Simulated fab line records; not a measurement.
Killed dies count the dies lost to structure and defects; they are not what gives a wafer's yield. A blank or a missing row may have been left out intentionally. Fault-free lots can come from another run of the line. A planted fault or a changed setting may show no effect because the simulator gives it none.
Code-filled problem report in 8D (eight disciplines) form	flow sky130	the parts of the form that need people (team, actions taken, sign-off) are left out

## 1. WHAT IS WRONG
Wafers without a fault read 314 s, standard deviation 4.1; run_length_s at SKY_FIELD_ISO_WET_ETCH_18 reads a mean of 188 s on 6 wafers belonging to 2 lots. That puts it -31 standard deviations away from the usual mean.
The step: etches Si3N4 in H3PO4, target depth 25 nm, time 286 s.
Earliest sighting: wafer L850.1 on wet_bench-04 at day 6 02:28. The record holds 39 wafers of 13 lots with a number at this step. Rule for "out" (also "out of limits"): further than 4 standard deviations from the usual mean. The rest of the wafers with a number are treated as sound.

## 2. WHAT IT IS, AND WHAT IT ISN'T
question	is	is not
which readings at this step	run_length_s	-
which lots	L850, L851	L833, L834, L836, L838, L839, L841, L843, L845, L852, L854, L855
which wafers of those lots	all that have a number	-
read on which tools	wet_bench-04	wet_bench-02, wet_bench-03
when	from day 6 02:28	up to then (24 sound wafers); but 9 sound wafers of L852, L854, L855 came after

## 3. WHAT RULES OUT EACH SUSPECT
Counting: a tool at a process step up to the reading stays a suspect if it ran every lot that is out and no sound lot after the first of them.
- wet_bench-04 at SKY_FIELD_ISO_WET_ETCH_18 (etches Si3N4 in H3PO4, target depth 25 nm, time 286 s): kept. It ran every lot that is out, first L850 (day 6 02:28), and no sound lot after that; its last sound lot up to then is L845 (day 5 03:23). On those wafers its own readings are out: run_length_s.
Remaining after the count: wet_bench-04 at SKY_FIELD_ISO_WET_ETCH_18.

## 4. THE CAUSE (what the simulator had put in)
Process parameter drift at SKY_FIELD_ISO_WET_ETCH_18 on wet_bench-04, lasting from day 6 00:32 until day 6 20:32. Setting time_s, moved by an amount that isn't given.
This tool alone remained once counting was done.

## 5. THE CHAIN OF EFFECTS, in route order
One row per reading whose mean, taken over the struck wafers that have a number, lies over 3 standard deviations from the usual. Readings are gone through only where the record gives a usual standard deviation; hours: the median, over the lots, of the time from a lot's start at the first step in this table giving one to that lot's start at this step; sigmas: the change measured in usual standard deviations.
hours	step	reading	usual	on struck wafers	change	sigmas
0	SKY_FIELD_ISO_WET_ETCH_18	run_length_s	314 s	188	-126	-31
Its process steps:
- SKY_FIELD_ISO_WET_ETCH_18: etches Si3N4 in H3PO4, target depth 25 nm, time 286 s.
Later measuring or inspecting steps at which every struck wafer that the step has a row for has a number for every such reading, and none has moved that far: SKY_SONOS_ONO_CD_MEAS_13.

## 6. WHAT WOULD HAVE CAUGHT IT SOONER
The fault began at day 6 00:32; the first out-of-limits reading in this record came at day 6 02:28, 2 hours later.
